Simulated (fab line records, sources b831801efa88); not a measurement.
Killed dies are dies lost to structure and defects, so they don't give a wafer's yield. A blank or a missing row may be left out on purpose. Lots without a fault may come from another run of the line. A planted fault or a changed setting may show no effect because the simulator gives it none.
One fault seen from 2 desks | flow sky130 | each desk has only its own numbers; what lay behind them comes last

THE TOOL OWNER'S DESK: hdpcvd-01
The tool's own readings at SKY_VIA3_HDPCVD_00 (deposits SiO2, target thk 1635 nm, time 272.5 s): means of the sampled wafers that have a number, for each lot that ran on this tool. A lot is out of limits, marked OUT, if its mean lies more than 4 standard deviations from the usual mean; the brackets give that distance.
Columns: A = run_length_s at SKY_VIA3_HDPCVD_00, usual 300.3 s
lot  | first seen here | A
L532 | day 39 05:04    | 300.2
L533 | day 40 02:05    | 300.3
L538 | day 40 17:19    | 300.6
L536 | day 40 18:59    | 300.2
L539 | day 41 02:17    | 300.2
L541 | day 41 22:37    | 300.4
L542 | day 42 00:07    | 300.3
L543 | day 42 01:44    | 300.2
L544 | day 42 07:52    | 300.2
L551 | day 44 04:35    | 316.2 (+32) OUT
This desk's finding: out of limits on L551; first on L551, day 44 04:35 (run_length_s at SKY_VIA3_HDPCVD_00). In limits: L532, L533, L538, L536, L539, L541, L542, L543, L544.

THE METROLOGY DESK
What the gauges read, lot by lot, whatever tool the lot ran on: means of the sampled wafers that have a number. A lot is out of limits, marked OUT, if its mean lies more than 4 standard deviations from the usual mean; the brackets give that distance.
Columns: A = VIA3_HDPCVD_THK at SKY_VIA3_THK_MEAS_01, usual 1629 nm
lot  | first seen here | A
L532 | day 39 05:14    | 1631
L533 | day 40 02:16    | 1619
L537 | day 40 13:11    | 1647
L538 | day 40 17:29    | 1635
L536 | day 40 19:10    | 1644
L539 | day 41 02:28    | 1650
L540 | day 41 12:22    | 1617
L541 | day 41 22:48    | 1627
L542 | day 42 00:17    | 1614
L543 | day 42 01:55    | 1607
L544 | day 42 08:04    | 1624
L551 | day 44 04:45    | 1737 (+6.4) OUT
L555 | day 44 20:13    | 1616
This desk's finding: out of limits on L551; first on L551, day 44 04:45 (VIA3_HDPCVD_THK at SKY_VIA3_THK_MEAS_01). In limits: L532, L533, L537, L538, L536, L539, L540, L541, L542, L543, L544, L555.

PUT TOGETHER
The tool owner's desk could have raised an alarm at day 44 04:35, on L551.
The metrology desk could have raised an alarm at day 44 04:45, on L551.
Of the lots named, all ran SKY_VIA3_HDPCVD_00 on hdpcvd-01.

WHAT THE SIMULATOR HAD PUT IN
Process parameter drift: hdpcvd-01, from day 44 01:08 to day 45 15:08, at SKY_VIA3_HDPCVD_00. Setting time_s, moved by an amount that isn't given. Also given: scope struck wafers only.
Lots struck among those shown: L551.
Hours from the fault's start to each desk's first reading out of limits: the tool owner's desk, 3; the metrology desk, 4.
